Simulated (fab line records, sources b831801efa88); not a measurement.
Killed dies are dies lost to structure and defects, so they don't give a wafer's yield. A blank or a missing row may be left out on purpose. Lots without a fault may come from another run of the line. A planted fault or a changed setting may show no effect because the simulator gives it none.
Chamber matching | flow gf180mcu | GF_V1_ETCH_16 on rie_diel-01: 4 sister chambers
The step etches BARC in N2/H2. 8 wafers are shown with their chamber, then 7 later ones without.

WAFERS WITH THEIR CHAMBER
wafer  | chamber | drypump_motor_current_A (A) | oes_product_au (a.u.)
L076.4 | 2       | 6.3                         | 0.848
L076.5 | 2       | 6.2                         | 0.848
L088.1 | 3       | 6.4                         | 0.852
L088.4 | 3       | 6.4                         | 0.863
L089.4 | 1       | 6.2                         | 0.858
L089.5 | 0       | 4.9                         | 0.850
L091.3 | 1       | 6.1                         | 0.859
L091.4 | 0       | 4.9                         | 0.855

WAFERS WITHOUT THEIR CHAMBER
wafer  | drypump_motor_current_A (A) | oes_product_au (a.u.)
L091.5 | 6.4                         | 0.853
L094.1 | 6.1                         | 0.846
L094.4 | 4.9                         | 0.853
L094.5 | 6.3                         | 0.863
L095.4 | 6.1                         | 0.849
L095.5 | 6.2                         | 0.852
L095.6 | 6.1                         | 0.854

WHICH CHAMBER EACH WENT THROUGH
wafer  | from the rows above          | in truth
L091.5 | 3                            | 3
L094.1 | can't be placed: 2 or 1      | 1
L094.4 | 0                            | 0
L094.5 | can't be placed: 3 or 1 or 2 | 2
L095.4 | can't be placed: 1 or 2      | 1
L095.5 | can't be placed: 2 or 1      | 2
L095.6 | can't be placed: 1 or 2      | 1
Placed correctly: 2 of 7. Can't be placed from these rows: 5 (the true chamber is among the candidates in 5). Placed wrongly: 0.
How it was worked out, from the rows above alone: a wafer's distance from a chamber is the root of the sum, over the readings, of the square of ((its reading less the chamber's mean) divided by the reading's scatter). The wafer belongs to the nearest chamber; if the next one is less than 2 further off, it can't be placed. A chamber's mean is the mean of its shown wafers. The scatter: the root of (the sum of the squares of (reading less its chamber's mean) over the shown wafers, divided by (wafers less chambers)).
